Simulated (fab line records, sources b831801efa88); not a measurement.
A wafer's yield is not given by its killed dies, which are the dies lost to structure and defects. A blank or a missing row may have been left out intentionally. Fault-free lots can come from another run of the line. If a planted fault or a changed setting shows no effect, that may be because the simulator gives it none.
Which of the tools did it? | flow gf180mcu | at 1 step of a route of 602, 11 lots with 32 wafers sampled

## WHAT THE GAUGES SHOWED, per wafer
GF_CONTACT_CD_MEAS_14: target cd 220 nm.
lot  | measured     | on        | cd nm (nm)
L500 | day 16 13:37 | cd sem-02 | 219.9 219.5 219.3
L502 | day 17 03:14 | cd sem-02 | 221.1 221.5 221.0
L504 | day 18 04:06 | cd sem-01 | 221.3 220.2 220.4
L506 | day 18 14:26 | cd sem-02 | 218.7 218.9 218.7
L508 | day 19 08:56 | cd sem-02 | 223.5 222.7 220.7
L511 | day 20 13:16 | cd sem-01 | 220.9 220.4
L518 | day 23 10:49 | cd sem-02 | 219.6 219.3 220.2
L519 | day 23 12:19 | cd sem-02 | 220.3 220.9 221.1
L521 | day 23 23:59 | cd sem-01 | 219.8 219.3 219.2
L520 | day 24 00:54 | cd sem-02 | 219.5 219.4 219.9
L522 | day 24 05:48 | cd sem-01 | 218.2 218.6 218.3

## WHAT TOOL EACH LOT RAN ON (gives the tool, then ch and the chambers of the sampled wafers, and finally the start)
No process step before these readings appears in the record.

## THE ANSWER, worked out from the rows above alone
Rule: what is usual is taken from the lots themselves. Put in order of their means at a reading, lots are off if they are a third of the lots or fewer, leave a main group of 4 or more, and stand apart from it by a gap of 3 or more times the standard deviation of the main group's means; of several such gaps the widest counts. A main group is skipped when, at the precision printed for the reading in the tables above, its means are all equal. A lot without any number at a reading at which 4 lots or more have one is off too. The other lots that the step has rows for count as sound.
None of the lots is off at any reading shown; this tells nothing.

## WHAT HAD BEEN PUT IN BY THE SIMULATOR
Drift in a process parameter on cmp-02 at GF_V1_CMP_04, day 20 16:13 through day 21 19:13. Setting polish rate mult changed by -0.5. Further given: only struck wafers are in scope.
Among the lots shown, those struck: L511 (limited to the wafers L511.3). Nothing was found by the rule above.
